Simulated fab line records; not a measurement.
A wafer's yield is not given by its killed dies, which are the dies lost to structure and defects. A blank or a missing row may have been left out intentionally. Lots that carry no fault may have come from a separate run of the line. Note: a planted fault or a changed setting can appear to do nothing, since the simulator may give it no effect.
Which of the tools did it? || flow sky130 || 13 lots with 39 wafers sampled at 6 steps, on a route of 708 steps

## WHAT EACH GAUGE READ, for each wafer
SKY_VT_ADJUST_LVTN_TW_MEAS_10.
{"lot": "L812", "measured": "day 7 00:00", "on": "film_metro-01", "VT_ADJUST_LVTN_TW": "240.0 240.5 241.2"}
{"lot": "L813", "measured": "day 7 06:40", "on": "film_metro-02", "VT_ADJUST_LVTN_TW": "240.8 242.0 241.7"}
{"lot": "L814", "measured": "day 7 14:07", "on": "film_metro-04", "VT_ADJUST_LVTN_TW": "242.1 241.1 240.4"}
{"lot": "L816", "measured": "day 8 03:14", "on": "film_metro-01", "VT_ADJUST_LVTN_TW": "239.7 239.6 239.1"}
{"lot": "L819", "measured": "day 8 20:37", "on": "film_metro-02", "VT_ADJUST_LVTN_TW": "241.1 241.0 242.1"}
{"lot": "L820", "measured": "day 9 03:51", "on": "film_metro-04", "VT_ADJUST_LVTN_TW": "240.3 240.8 241.0"}
{"lot": "L823", "measured": "day 9 16:16", "on": "film_metro-04", "VT_ADJUST_LVTN_TW": "240.3 241.2 241.4"}
{"lot": "L824", "measured": "day 10 09:17", "on": "film_metro-02", "VT_ADJUST_LVTN_TW": "30.1 30.0 30.1"}
{"lot": "L825", "measured": "day 10 15:55", "on": "film_metro-01", "VT_ADJUST_LVTN_TW": "239.9 239.5 239.1"}
{"lot": "L832", "measured": "day 12 15:13", "on": "film_metro-01", "VT_ADJUST_LVTN_TW": "240.4 240.9 240.2"}
{"lot": "L833", "measured": "day 12 21:49", "on": "film_metro-04", "VT_ADJUST_LVTN_TW": "239.5 240.5 239.5"}
{"lot": "L834", "measured": "day 13 03:00", "on": "film_metro-01", "VT_ADJUST_LVTN_TW": "239.5 240.7 239.9"}
{"lot": "L835", "measured": "day 13 05:18", "on": "film_metro-02", "VT_ADJUST_LVTN_TW": "243.3 243.7 242.5"}

SKY_SD_P_OVL_MEAS_08.
{"lot": "L812", "measured": "day 25 17:14", "on": "overlay-02", "SD_P_OVL (nm)": "2.7 0.3 0.2"}
{"lot": "L813", "measured": "day 25 21:05", "on": "overlay-02", "SD_P_OVL (nm)": "1.9 1.4 1.4"}
{"lot": "L814", "measured": "day 26 06:59", "on": "overlay-01", "SD_P_OVL (nm)": "-0.3 2.5 3.0"}
{"lot": "L816", "measured": "day 27 01:26", "on": "overlay-02", "SD_P_OVL (nm)": "-0.1 1.0 -0.2"}
{"lot": "L819", "measured": "day 28 10:23", "on": "overlay-01", "SD_P_OVL (nm)": "1.1 0.5 0.1"}
{"lot": "L820", "measured": "day 28 20:11", "on": "overlay-01", "SD_P_OVL (nm)": "2.9 3.4 2.3"}
{"lot": "L823", "measured": "day 29 08:02", "on": "overlay-01", "SD_P_OVL (nm)": "0.1 -0.4 1.2"}
{"lot": "L824", "measured": "day 30 03:03", "on": "overlay-02", "SD_P_OVL (nm)": "0.5 0.7 1.2"}
{"lot": "L825", "measured": "day 30 11:08", "on": "overlay-02", "SD_P_OVL (nm)": "1.6 0.4 1.8"}
{"lot": "L832", "measured": "day 32 18:55", "on": "overlay-01", "SD_P_OVL (nm)": "0.7 2.4 2.0"}
{"lot": "L833", "measured": "day 32 21:26", "on": "overlay-02", "SD_P_OVL (nm)": "-0.8 1.9 -1.4"}
{"lot": "L834", "measured": "day 33 05:32", "on": "overlay-01", "SD_P_OVL (nm)": "2.3 1.3 2.5"}
{"lot": "L835", "measured": "day 33 01:02", "on": "overlay-02", "SD_P_OVL (nm)": "1.0 0.9 -0.1"}

SKY_SD_N_OVL_MEAS_08.
{"lot": "L812", "measured": "day 28 03:05", "on": "overlay-02", "SD_N_OVL (nm)": "-1.5 0.6 0.3"}
{"lot": "L813", "measured": "day 28 07:34", "on": "overlay-02", "SD_N_OVL (nm)": "1.9 0.3 0.6"}
{"lot": "L814", "measured": "day 28 16:22", "on": "overlay-02", "SD_N_OVL (nm)": "-0.1 2.9 2.9"}
{"lot": "L816", "measured": "day 29 11:20", "on": "overlay-01", "SD_N_OVL (nm)": "0.0 0.1 0.3"}
{"lot": "L819", "measured": "day 30 18:01", "on": "overlay-01", "SD_N_OVL (nm)": "-0.9 1.1 -0.3"}
{"lot": "L820", "measured": "day 31 04:59", "on": "overlay-01", "SD_N_OVL (nm)": "0.1 2.1 2.8"}
{"lot": "L823", "measured": "day 31 16:17", "on": "overlay-01", "SD_N_OVL (nm)": "4.7 2.4 4.0"}
{"lot": "L824", "measured": "day 32 09:37", "on": "overlay-01", "SD_N_OVL (nm)": "1.6 3.1 1.8"}
{"lot": "L825", "measured": "day 32 19:00", "on": "overlay-01", "SD_N_OVL (nm)": "1.8 3.7 3.6"}
{"lot": "L832", "measured": "day 34 23:56", "on": "overlay-02", "SD_N_OVL (nm)": "1.0 0.7 -1.0"}
{"lot": "L833", "measured": "day 35 02:26", "on": "overlay-02", "SD_N_OVL (nm)": "0.7 2.5 2.9"}
{"lot": "L834", "measured": "day 35 10:32", "on": "overlay-02", "SD_N_OVL (nm)": "1.7 1.5 0.0"}
{"lot": "L835", "measured": "day 35 06:23", "on": "overlay-02", "SD_N_OVL (nm)": "2.5 2.9 2.4"}

SKY_SD_N_TW_MEAS_12.
{"lot": "L812", "measured": "day 28 03:31", "on": "film_metro-04", "SD_N_TW": "3936 3942 3941"}
{"lot": "L813", "measured": "day 28 08:01", "on": "film_metro-02", "SD_N_TW": "3985 3981 3995"}
{"lot": "L814", "measured": "day 28 16:49", "on": "film_metro-02", "SD_N_TW": "3991 3960 3967"}
{"lot": "L816", "measured": "day 29 11:46", "on": "film_metro-02", "SD_N_TW": "3986 3997 3994"}
{"lot": "L819", "measured": "day 30 18:28", "on": "film_metro-04", "SD_N_TW": "3972 3953 3976"}
{"lot": "L820", "measured": "day 31 05:25", "on": "film_metro-04", "SD_N_TW": "3964 3923 3944"}
{"lot": "L823", "measured": "day 31 16:44", "on": "film_metro-04", "SD_N_TW": "3925 3936 3940"}
{"lot": "L824", "measured": "day 32 10:03", "on": "film_metro-04", "SD_N_TW": "3981 3961 3984"}
{"lot": "L825", "measured": "day 32 19:27", "on": "film_metro-02", "SD_N_TW": "3964 3987 3951"}
{"lot": "L832", "measured": "day 35 00:23", "on": "film_metro-02", "SD_N_TW": "3952 3960 3981"}
{"lot": "L833", "measured": "day 35 02:53", "on": "film_metro-04", "SD_N_TW": "3932 3952 3974"}
{"lot": "L834", "measured": "day 35 10:58", "on": "film_metro-04", "SD_N_TW": "3940 3962 3949"}
{"lot": "L835", "measured": "day 35 06:49", "on": "film_metro-02", "SD_N_TW": "3995 3974 3997"}

## WHAT TOOL EACH LOT RAN ON (gives the tool, then ch and the chambers of the sampled wafers, and finally the start)
{"lot": "L812", "SKY_VT_ADJUST_HVTP_STRIP_10": "plasma_asher-04 ch 1, day 6 04:46", "SKY_VT_ADJUST_LVTN_STRIP_09": "plasma_asher-03 ch 1, day 6 23:53"}
{"lot": "L813", "SKY_VT_ADJUST_HVTP_STRIP_10": "plasma_asher-02 ch 0,1, day 6 11:29", "SKY_VT_ADJUST_LVTN_STRIP_09": "plasma_asher-03 ch 0,1, day 7 06:34"}
{"lot": "L814", "SKY_VT_ADJUST_HVTP_STRIP_10": "plasma_asher-04 ch 0,1, day 6 18:06", "SKY_VT_ADJUST_LVTN_STRIP_09": "plasma_asher-03 ch 0,1, day 7 14:02"}
{"lot": "L816", "SKY_VT_ADJUST_HVTP_STRIP_10": "plasma_asher-02 ch 0, day 7 06:40", "SKY_VT_ADJUST_LVTN_STRIP_09": "plasma_asher-01 ch 0,1, day 8 03:08"}
{"lot": "L819", "SKY_VT_ADJUST_HVTP_STRIP_10": "plasma_asher-02 ch 0,1, day 7 23:32", "SKY_VT_ADJUST_LVTN_STRIP_09": "plasma_asher-01 ch 0,1, day 8 20:31"}
{"lot": "L820", "SKY_VT_ADJUST_HVTP_STRIP_10": "plasma_asher-03 ch 0,1, day 8 06:16", "SKY_VT_ADJUST_LVTN_STRIP_09": "plasma_asher-01 ch 0,1, day 9 03:44"}
{"lot": "L823", "SKY_VT_ADJUST_HVTP_STRIP_10": "plasma_asher-04 ch 0,1, day 8 19:03", "SKY_VT_ADJUST_LVTN_STRIP_09": "plasma_asher-04 ch 0,1, day 9 16:11"}
{"lot": "L824", "SKY_VT_ADJUST_HVTP_STRIP_10": "plasma_asher-04 ch 0,1, day 9 10:52", "SKY_VT_ADJUST_LVTN_STRIP_09": "plasma_asher-04 ch 0,1, day 10 09:11"}
{"lot": "L825", "SKY_VT_ADJUST_HVTP_STRIP_10": "plasma_asher-03 ch 0,1, day 9 17:21", "SKY_VT_ADJUST_LVTN_STRIP_09": "plasma_asher-01 ch 0,1, day 10 15:50"}
{"lot": "L832", "SKY_VT_ADJUST_HVTP_STRIP_10": "plasma_asher-02 ch 0,1, day 11 14:39", "SKY_VT_ADJUST_LVTN_STRIP_09": "plasma_asher-03 ch 0,1, day 12 15:08"}
{"lot": "L833", "SKY_VT_ADJUST_HVTP_STRIP_10": "plasma_asher-04 ch 0,1, day 11 20:15", "SKY_VT_ADJUST_LVTN_STRIP_09": "plasma_asher-01 ch 0,1, day 12 21:44"}
{"lot": "L834", "SKY_VT_ADJUST_HVTP_STRIP_10": "plasma_asher-04 ch 0,1, day 12 02:16", "SKY_VT_ADJUST_LVTN_STRIP_09": "plasma_asher-03 ch 0,1, day 13 02:53"}
{"lot": "L835", "SKY_VT_ADJUST_HVTP_STRIP_10": "plasma_asher-02 ch 0,1, day 12 03:50", "SKY_VT_ADJUST_LVTN_STRIP_09": "plasma_asher-04 ch 0,1, day 13 05:11"}
- SKY_VT_ADJUST_HVTP_STRIP_10: strips in O2/N2.
- SKY_VT_ADJUST_LVTN_STRIP_09: strips in O2/N2.

## AS READ BY THE TOOLS THEMSELVES (means over the sampled wafers that have a number; for cases with no such wafer, the mark the record gives instead)
SKY_VT_ADJUST_HVTP_STRIP_10.
{"lot": "L812", "tool": "plasma_asher-04", "drypump_motor_current_A (A)": 6.1, "oes_product_au (a.u.)": 0.716, "strip_time_to_endpoint_s (s)": 14.17}
{"lot": "L813", "tool": "plasma_asher-02", "drypump_motor_current_A (A)": 5.2, "oes_product_au (a.u.)": 0.714, "strip_time_to_endpoint_s (s)": 14.16}
{"lot": "L814", "tool": "plasma_asher-04", "drypump_motor_current_A (A)": 5.8, "oes_product_au (a.u.)": 0.715, "strip_time_to_endpoint_s (s)": 14.17}
{"lot": "L816", "tool": "plasma_asher-02", "drypump_motor_current_A (A)": 5.3, "oes_product_au (a.u.)": 0.716, "strip_time_to_endpoint_s (s)": 14.20}
{"lot": "L819", "tool": "plasma_asher-02", "drypump_motor_current_A (A)": 5.2, "oes_product_au (a.u.)": 0.716, "strip_time_to_endpoint_s (s)": 14.19}
{"lot": "L820", "tool": "plasma_asher-03", "drypump_motor_current_A (A)": 5.4, "oes_product_au (a.u.)": 0.713, "strip_time_to_endpoint_s (s)": 14.17}
{"lot": "L823", "tool": "plasma_asher-04", "drypump_motor_current_A (A)": 5.8, "oes_product_au (a.u.)": 0.713, "strip_time_to_endpoint_s (s)": 14.13}
{"lot": "L824", "tool": "plasma_asher-04", "drypump_motor_current_A (A)": 6.0, "oes_product_au (a.u.)": 0.933, "strip_time_to_endpoint_s (s)": "-"}
{"lot": "L825", "tool": "plasma_asher-03", "drypump_motor_current_A (A)": 5.4, "oes_product_au (a.u.)": 0.718, "strip_time_to_endpoint_s (s)": 14.17}
{"lot": "L832", "tool": "plasma_asher-02", "drypump_motor_current_A (A)": 5.2, "oes_product_au (a.u.)": 0.716, "strip_time_to_endpoint_s (s)": 14.26}
{"lot": "L833", "tool": "plasma_asher-04", "drypump_motor_current_A (A)": 5.8, "oes_product_au (a.u.)": 0.723, "strip_time_to_endpoint_s (s)": 14.25}
{"lot": "L834", "tool": "plasma_asher-04", "drypump_motor_current_A (A)": 5.8, "oes_product_au (a.u.)": 0.710, "strip_time_to_endpoint_s (s)": 14.19}
{"lot": "L835", "tool": "plasma_asher-02", "drypump_motor_current_A (A)": 5.2, "oes_product_au (a.u.)": 0.714, "strip_time_to_endpoint_s (s)": 14.17}

SKY_VT_ADJUST_LVTN_STRIP_09.
{"lot": "L812", "tool": "plasma_asher-03", "drypump_motor_current_A (A)": 5.3, "oes_product_au (a.u.)": 0.721, "strip_time_to_endpoint_s (s)": 36.89}
{"lot": "L813", "tool": "plasma_asher-03", "drypump_motor_current_A (A)": 5.5, "oes_product_au (a.u.)": 0.724, "strip_time_to_endpoint_s (s)": 36.79}
{"lot": "L814", "tool": "plasma_asher-03", "drypump_motor_current_A (A)": 5.4, "oes_product_au (a.u.)": 0.724, "strip_time_to_endpoint_s (s)": 36.86}
{"lot": "L816", "tool": "plasma_asher-01", "drypump_motor_current_A (A)": 6.1, "oes_product_au (a.u.)": 0.724, "strip_time_to_endpoint_s (s)": 36.92}
{"lot": "L819", "tool": "plasma_asher-01", "drypump_motor_current_A (A)": 6.1, "oes_product_au (a.u.)": 0.720, "strip_time_to_endpoint_s (s)": 36.90}
{"lot": "L820", "tool": "plasma_asher-01", "drypump_motor_current_A (A)": 6.4, "oes_product_au (a.u.)": 0.721, "strip_time_to_endpoint_s (s)": 37.05}
{"lot": "L823", "tool": "plasma_asher-04", "drypump_motor_current_A (A)": 5.8, "oes_product_au (a.u.)": 0.723, "strip_time_to_endpoint_s (s)": 36.82}
{"lot": "L824", "tool": "plasma_asher-04", "drypump_motor_current_A (A)": 6.0, "oes_product_au (a.u.)": 0.730, "strip_time_to_endpoint_s (s)": 43.55}
{"lot": "L825", "tool": "plasma_asher-01", "drypump_motor_current_A (A)": 6.1, "oes_product_au (a.u.)": 0.724, "strip_time_to_endpoint_s (s)": 37.08}
{"lot": "L832", "tool": "plasma_asher-03", "drypump_motor_current_A (A)": 5.5, "oes_product_au (a.u.)": 0.723, "strip_time_to_endpoint_s (s)": 36.96}
{"lot": "L833", "tool": "plasma_asher-01", "drypump_motor_current_A (A)": 6.1, "oes_product_au (a.u.)": 0.720, "strip_time_to_endpoint_s (s)": 37.04}
{"lot": "L834", "tool": "plasma_asher-03", "drypump_motor_current_A (A)": 5.5, "oes_product_au (a.u.)": 0.719, "strip_time_to_endpoint_s (s)": 37.04}
{"lot": "L835", "tool": "plasma_asher-04", "drypump_motor_current_A (A)": 6.0, "oes_product_au (a.u.)": 0.724, "strip_time_to_endpoint_s (s)": 36.92}

## THE ANSWER, worked out from the rows above alone
Rule: usual is defined by the lots themselves. Put in order of their means at a reading, lots are off if they are a third of the lots or fewer, leave a main group of 4 or more, and stand apart from it by a gap of 3 or more times the standard deviation of the main group's means; of several such gaps the widest counts. A main group is skipped when, at the precision printed for the reading in the tables above, its means are all equal. Also off: a lot with no number at a reading for which 4 or more lots have one. Any other lot the step has rows for is counted as sound. First the gauges in route order, then the tools' own readings, where a lot's mean is used as printed above. The first step at which some lot is off is used, and at that step the reading that is off furthest; a lot without a number counts as furthest.
Off: at SKY_VT_ADJUST_LVTN_TW_MEAS_10 (VT_ADJUST_LVTN_TW), L824. The main group: mean 240.7, standard deviation 0.99.
A tool fits if, at a process step before that reading, it ran every lot that is off, and no sound lot after the first of them. Not tried: the gauges at SKY_VT_ADJUST_LVTN_TW_MEAS_10; whatever is off there is also off at SKY_VT_ADJUST_HVTP_STRIP_10, on other tools, and gauge error can't account for it. Of those tried, none fits.

## WHAT THE SIMULATOR HAD PUT IN
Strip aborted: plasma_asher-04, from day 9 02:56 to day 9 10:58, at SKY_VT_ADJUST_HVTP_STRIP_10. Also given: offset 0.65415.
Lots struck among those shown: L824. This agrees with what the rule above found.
